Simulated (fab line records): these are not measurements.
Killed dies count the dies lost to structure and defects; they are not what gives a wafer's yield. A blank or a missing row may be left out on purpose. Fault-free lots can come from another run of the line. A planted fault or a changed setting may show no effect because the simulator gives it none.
Shared-tool check    flow gf180mcu    Sampled: 13 lots, 45 wafers

## REASON IT WAS OPENED
Of 13 lots, 2 have the reading V1_CVD_00_THK flagged at GF_V1_THK_MEAS_01. Wafers without a fault read 601 nm, standard deviation 5.8.
Rule: a lot gets a flag if all its wafers with a number sit over 4 standard deviations from that mean, or if no wafer of it has a number. The other lots count as sound.

lot   measured      on             V1_CVD_00_THK (nm), wafer by wafer  flag
L660  day 17 09:24  film metro-04  605 600 604                         
L661  day 17 17:04  film metro-01  592 606 614                         
L662  day 18 05:03  film metro-02  607 593 609                         
L663  day 18 09:18  film metro-04  600 596 612                         
L666  day 19 02:40  film metro-04  596 597 602                         
L667  day 19 23:01  film metro-02  610 610 604                         
L668  day 20 08:50  film metro-04  606 605 592                         
L670  day 20 23:53  film metro-02  596 591 602                         
L672  day 21 20:25  film metro-04  303 306 304 303 306 304             FLAGGED
L673  day 22 08:21  film metro-02  300 304 297 300 304 297             FLAGGED
L675  day 22 19:02  film metro-04  609 605 603                         
L682  day 24 22:37  film metro-01  607 595 600                         
L683  day 25 04:02  film metro-02  600 604 610                         
The numbers of the flagged lots are 302 nm on average: -299 nm against the usual, or -51 standard deviations.

## WHICH TOOL EACH LOT WENT THROUGH
The record holds 2 process steps before the reading, out of a route of 602 steps. In each cell: the tool, then ch and the chambers that the sampled wafers went through, then the start.
lot   flag     GF_CONTACT_ETCH_16                  GF_V1_CVD_00
L660           rie diel-04 ch 0,1,2, day 16 09:17  hdpcvd-01 ch 0,1,2, day 17 09:19
L661           rie diel-03 ch 0,2,3, day 16 16:38  hdpcvd-02 ch 0,1,2, day 17 16:59
L662           rie diel-04 ch 0,2,3, day 17 04:03  hdpcvd-02 ch 0,2, day 18 04:58
L663           rie diel-03 ch 0,1,2, day 17 07:43  hdpcvd-02 ch 0,1,2, day 18 09:13
L666           rie diel-03 ch 1,2,3, day 18 00:49  hdpcvd-01 ch 0,2, day 19 02:35
L667           rie diel-03 ch 0,1, day 18 20:17    hdpcvd-01 ch 0,1, day 19 22:57
L668           rie diel-03 ch 0,3, day 19 06:25    hdpcvd-02 ch 0,2, day 20 08:46
L670           rie diel-03 ch 1,3, day 19 21:36    hdpcvd-02 ch 0,1,2, day 20 23:49
L672  FLAGGED  rie diel-01 ch 0,3, day 20 17:41    hdpcvd-02 ch 1,2, day 21 20:20
L673  FLAGGED  rie diel-04 ch 1,2,3, day 21 06:59  hdpcvd-02 ch 1,2, day 22 08:16
L675           rie diel-04 ch 1,2, day 21 17:13    hdpcvd-01 ch 0,1,2, day 22 18:57
L682           rie diel-04 ch 1,2,3, day 23 22:26  hdpcvd-02 ch 0,1, day 24 22:32
L683           rie diel-01 ch 0,2,3, day 24 04:01  hdpcvd-01 ch 0,2, day 25 03:56
These steps, and what they do:
- GF_CONTACT_ETCH_16: etches BARC in N2/H2.
- GF_V1_CVD_00: deposits SiO2, target thk 600 nm, time 100 s.
- GF_V1_THK_MEAS_01

## FLAGGED OVER TOTAL, TOOL BY TOOL (the gauges that took the reading come last)
step                tool           lots run  flagged  share of the flagged lots  sound lots run after its first flagged lot
GF_CONTACT_ETCH_16  rie diel-01    2         1        some                       1 (L683)
GF_CONTACT_ETCH_16  rie diel-03    6         0        none                       -
GF_CONTACT_ETCH_16  rie diel-04    5         1        some                       2 (L675,L682)
GF_V1_CVD_00        hdpcvd-01      5         0        none                       -
GF_V1_CVD_00        hdpcvd-02      8         2        all                        1 (L682)
GF_V1_THK_MEAS_01   film metro-01  2         0        none                       -
GF_V1_THK_MEAS_01   film metro-02  5         1        some                       1 (L683)
GF_V1_THK_MEAS_01   film metro-04  6         1        some                       1 (L675)

## THE TABLE: WHAT IT ALLOWS
1 row of the table ran every flagged lot: hdpcvd-02 at GF_V1_CVD_00.
- hdpcvd-02 at GF_V1_CVD_00 ran 8 lots, 2 of them flagged. After the first flagged lot (L682), sound lots still ran on it; a lasting fault on the whole tool would not permit that. Its own readings lie more than 4 standard deviations out on every wafer of the flagged lots: sih4 flow sccm.
Not one row of the table ran every flagged lot while running no sound lot after the first.

## WHAT HAD BEEN PUT IN BY THE SIMULATOR
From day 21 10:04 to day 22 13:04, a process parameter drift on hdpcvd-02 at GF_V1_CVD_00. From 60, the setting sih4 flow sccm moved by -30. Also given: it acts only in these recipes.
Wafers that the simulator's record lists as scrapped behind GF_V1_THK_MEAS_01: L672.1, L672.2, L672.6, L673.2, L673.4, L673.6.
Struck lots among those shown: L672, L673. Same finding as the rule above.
